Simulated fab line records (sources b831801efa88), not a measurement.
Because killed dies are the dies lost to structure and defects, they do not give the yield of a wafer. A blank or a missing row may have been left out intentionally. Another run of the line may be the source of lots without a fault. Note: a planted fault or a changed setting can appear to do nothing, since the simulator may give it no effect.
What tool caused it? + flow sky130 + 17 wafers from 6 lots sampled at 2 of the route's 708 steps

== WHAT THE GAUGES READ, wafer by wafer ==
SKY_LDD_P_TW_MEAS_11.
| lot  | measured     | on           | LDD_P_TW    |
|------|--------------|--------------|-------------|
| L408 | day 21 03:11 | filmMetro-03 | 635 632 630 |
| L414 | day 22 08:26 | filmMetro-04 | 717 717 713 |
| L415 | day 23 00:33 | filmMetro-03 | 709 711 707 |
| L422 | day 25 04:25 | filmMetro-04 | 637 645     |
| L424 | day 26 17:32 | filmMetro-04 | 639 643 642 |
| L427 | day 27 00:10 | filmMetro-03 | 637 635 637 |

== WHICH TOOL RAN EACH LOT (tool, then ch and the chambers of the sampled wafers, then the start) ==
| lot  | SKY_LDD_P_IMPLANT_09            |
|------|---------------------------------|
| L408 | implanter-04 ch 0, day 21 02:56 |
| L414 | implanter-04 ch 0, day 22 08:11 |
| L415 | implanter-04 ch 0, day 23 00:18 |
| L422 | implanter-01 ch 0, day 25 04:13 |
| L424 | implanter-01 ch 0, day 26 17:19 |
| L427 | implanter-02 ch 0, day 26 23:57 |
- SKY_LDD_P_IMPLANT_09

== THE ANSWER, worked out from the rows above alone ==
Rule: what is usual is taken from the lots themselves. The widest of any qualifying gaps counts: lots, ordered by their means at a reading, are off when they make up no more than a third of the lots, leave a main group of 4 or more, and stand apart from it by 3 or more times the standard deviation of that group's means. If all means in a main group match to the digits the tables above print for the reading, that group is not used. Also off: a lot with no number at a reading for which 4 or more lots have one. Where the step has rows for the other lots, those lots are counted as sound.
Off: L414, L415, at SKY_LDD_P_TW_MEAS_11 (LDD_P_TW). The main group has a mean of 638 with a standard deviation of 3.7.
If a tool, at a process step before that reading, ran all the lots that are off and no sound lot after the first of them, it fits. The gauges at SKY_LDD_P_TW_MEAS_11 are tried like those tools. One fits: implanter-04 at SKY_LDD_P_IMPLANT_09. Its last sound lot is L408 (day 21 02:56), its first lot that is off L414 (day 22 08:11): a fault that began between those two fits.

== WHAT THE SIMULATOR HAD INSERTED ==
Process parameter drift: implanter-04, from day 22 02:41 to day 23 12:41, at SKY_LDD_P_IMPLANT_09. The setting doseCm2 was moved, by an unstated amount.
Shown lots that were struck: L414, L415. This agrees with what the rule above found.
